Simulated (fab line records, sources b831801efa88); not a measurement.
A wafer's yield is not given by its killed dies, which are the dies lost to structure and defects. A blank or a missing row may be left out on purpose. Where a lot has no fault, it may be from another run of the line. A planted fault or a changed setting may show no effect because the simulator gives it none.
Chamber matching	flow sky130	rie_diel-04 running SKY_VIA1_ETCH_15: 4 sister chambers
The step etches SiO2 in C4F8/O2/Ar, stops on TiN, target depth 351 nm, time 54 s. 16 wafers are shown with their chamber, then 8 later ones without.

EACH WAFER AND ITS CHAMBER
wafer	chamber	oes_product_au (a.u.)
L075.1	1	0.975
L075.2	2	0.987
L075.5	1	0.980
L077.1	3	0.980
L077.4	0	0.986
L077.5	3	0.990
L079.3	3	0.983
L079.4	0	0.986
L079.6	1	0.978
L083.1	0	0.986
L083.2	3	0.984
L083.6	0	0.988
L084.3	3	0.991
L084.5	3	0.989
L084.6	0	0.984
L085.2	2	0.982

SIGNATURES (means of the wafers above)
reading	chamber 0	chamber 1	chamber 2	chamber 3	scatter within a chamber
oes_product_au	0.98600	0.97767	0.98450	0.98617	0.00332
Rule: a wafer lies at a distance from a chamber equal to the root of the sum of squares, over the readings, of (its reading less the chamber's mean, divided by the reading's scatter). The wafer belongs to the nearest chamber; if the next one is less than 2 further off, it can't be placed. How the scatter is found: for the shown wafers, subtract from each reading the mean of its chamber, square and add these, divide the total by (wafers less chambers), then take the root.

WAFERS WITHOUT THEIR CHAMBER
wafer	oes_product_au (a.u.)
L085.4	0.989
L085.5	0.988
L093.2	0.988
L093.4	0.985
L093.6	0.990
L097.1	0.979
L097.4	0.984
L097.5	0.982

WHICH CHAMBER EACH ONE RAN IN
wafer	from the rows above	in truth
L085.4	can't be placed: 3 or 0 or 2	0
L085.5	can't be placed: 3 or 0 or 2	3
L093.2	can't be placed: 3 or 0 or 2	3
L093.4	can't be placed: 2 or 0 or 3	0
L093.6	can't be placed: 3 or 0 or 2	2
L097.1	can't be placed: 1 or 2 or 0 or 3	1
L097.4	can't be placed: 2 or 0 or 3 or 1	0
L097.5	can't be placed: 2 or 0 or 3 or 1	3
Correctly placed: 0 of 8. These rows do not allow placing 8 (true chamber among the candidates in 8). 0 placed wrongly.
